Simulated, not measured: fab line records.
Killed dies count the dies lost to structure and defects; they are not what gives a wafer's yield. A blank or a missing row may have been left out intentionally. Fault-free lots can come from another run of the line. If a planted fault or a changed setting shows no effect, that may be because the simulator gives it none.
Which tool is to blame? / flow gf180mcu / 11 lots with 33 wafers sampled at 3 steps, on a route of 602 steps

== WHAT THE GAUGES SHOWED, per wafer ==
GF_M2_RS_MEAS_05: measures by four-point-probe.
lot=L961; measured=day 19 16:59; on=film_metro-03; M2_ALCU_RS (ohm/sq)=0.0683 0.0697 0.0701
lot=L964; measured=day 21 03:19; on=film_metro-03; M2_ALCU_RS (ohm/sq)=0.0694 0.0692 0.0689
lot=L965; measured=day 21 03:38; on=film_metro-04; M2_ALCU_RS (ohm/sq)=0.0712 0.0708 0.0680
lot=L966; measured=day 21 17:30; on=film_metro-01; M2_ALCU_RS (ohm/sq)=0.0675 0.0701 0.0705
lot=L967; measured=day 21 23:05; on=film_metro-03; M2_ALCU_RS (ohm/sq)=0.0691 0.0710 0.0696
lot=L968; measured=day 22 07:29; on=film_metro-01; M2_ALCU_RS (ohm/sq)=0.0701 0.0720 0.0696
lot=L969; measured=day 22 16:23; on=film_metro-04; M2_ALCU_RS (ohm/sq)=0.0707 0.0688 0.0715
lot=L970; measured=day 23 04:10; on=film_metro-04; M2_ALCU_RS (ohm/sq)=0.0690 0.0711 0.0709
lot=L971; measured=day 23 06:18; on=film_metro-01; M2_ALCU_RS (ohm/sq)=0.0701 0.0692 0.0695
lot=L974; measured=day 24 08:35; on=film_metro-03; M2_ALCU_RS (ohm/sq)=0.0690 0.0692 0.0695
lot=L979; measured=day 25 21:32; on=film_metro-04; M2_ALCU_RS (ohm/sq)=0.0705 0.0690 0.0703

GF_M2_OVL_MEAS_15.
lot=L961; measured=day 20 17:47; on=overlay-02; M2_OVL (nm)=0 2 4
lot=L964; measured=day 22 02:52; on=overlay-02; M2_OVL (nm)=0 1 3
lot=L965; measured=day 22 02:59; on=overlay-02; M2_OVL (nm)=5 0 1
lot=L966; measured=day 22 17:46; on=overlay-02; M2_OVL (nm)=2 0 1
lot=L967; measured=day 22 21:56; on=overlay-02; M2_OVL (nm)=-2 -7 -4
lot=L968; measured=day 23 06:40; on=overlay-02; M2_OVL (nm)=2 -3 -3
lot=L969; measured=day 23 14:58; on=overlay-01; M2_OVL (nm)=1 5 -9
lot=L970; measured=day 24 02:34; on=overlay-01; M2_OVL (nm)=0 -4 -1
lot=L971; measured=day 24 04:49; on=overlay-02; M2_OVL (nm)=2 5 4
lot=L974; measured=day 25 06:44; on=overlay-02; M2_OVL (nm)=0 -6 3
lot=L979; measured=day 26 18:07; on=overlay-02; M2_OVL (nm)=-2 1 2

GF_V2_THK_MEAS_03.
lot=L961; measured=day 20 18:55; on=film_metro-03; V2_CVD_02_THK (nm)=816 855 830
lot=L964; measured=day 22 03:46; on=film_metro-03; V2_CVD_02_THK (nm)=857 839 856
lot=L965; measured=day 22 03:58; on=film_metro-02; V2_CVD_02_THK (nm)=836 849 850
lot=L966; measured=day 22 18:46; on=film_metro-04; V2_CVD_02_THK (nm)=830 849 843
lot=L967; measured=day 22 22:49; on=film_metro-03; V2_CVD_02_THK (nm)=818 856 873
lot=L968; measured=day 23 07:33; on=film_metro-03; V2_CVD_02_THK (nm)=847 857 846
lot=L969; measured=day 23 15:51; on=film_metro-04; V2_CVD_02_THK (nm)=828 855 842
lot=L970; measured=day 24 03:28; on=film_metro-03; V2_CVD_02_THK (nm)=846 829 855
lot=L971; measured=day 24 05:42; on=film_metro-03; V2_CVD_02_THK (nm)=853 857 863
lot=L974; measured=day 25 07:38; on=film_metro-02; V2_CVD_02_THK (nm)=837 844 857
lot=L979; measured=day 26 19:05; on=film_metro-02; V2_CVD_02_THK (nm)=837 841 864

== TOOL THAT RAN EACH LOT (tool first, then ch and the chambers of the sampled wafers, then the start) ==
There is no process step in the record ahead of these readings.

== AS READ BY THE TOOLS THEMSELVES (means over the sampled wafers that have a number; for cases with no such wafer, the mark the record gives instead) ==
The record holds no such reading with a usual standard deviation.

== THE ANSWER, worked out from the rows above alone ==
Rule: usual is defined by the lots themselves. The widest of any qualifying gaps counts: lots, ordered by their means at a reading, are off when they make up no more than a third of the lots, leave a main group of 4 or more, and stand apart from it by 3 or more times the standard deviation of that group's means. A main group whose means are all the same, to the digits that the tables above print for the reading, isn't used. A lot without any number at a reading at which 4 lots or more have one is off too. Where the step has rows for the other lots, those lots are counted as sound. First the gauges in route order, then the tools' own readings, where a lot's mean is used as printed above. The first step at which some lot is off is used, and at that step the reading that is off furthest; a lot without a number counts as furthest.
No lot is off on any of the readings shown, so nothing can be concluded from this.

== WHAT THE SIMULATOR HAD INSERTED ==
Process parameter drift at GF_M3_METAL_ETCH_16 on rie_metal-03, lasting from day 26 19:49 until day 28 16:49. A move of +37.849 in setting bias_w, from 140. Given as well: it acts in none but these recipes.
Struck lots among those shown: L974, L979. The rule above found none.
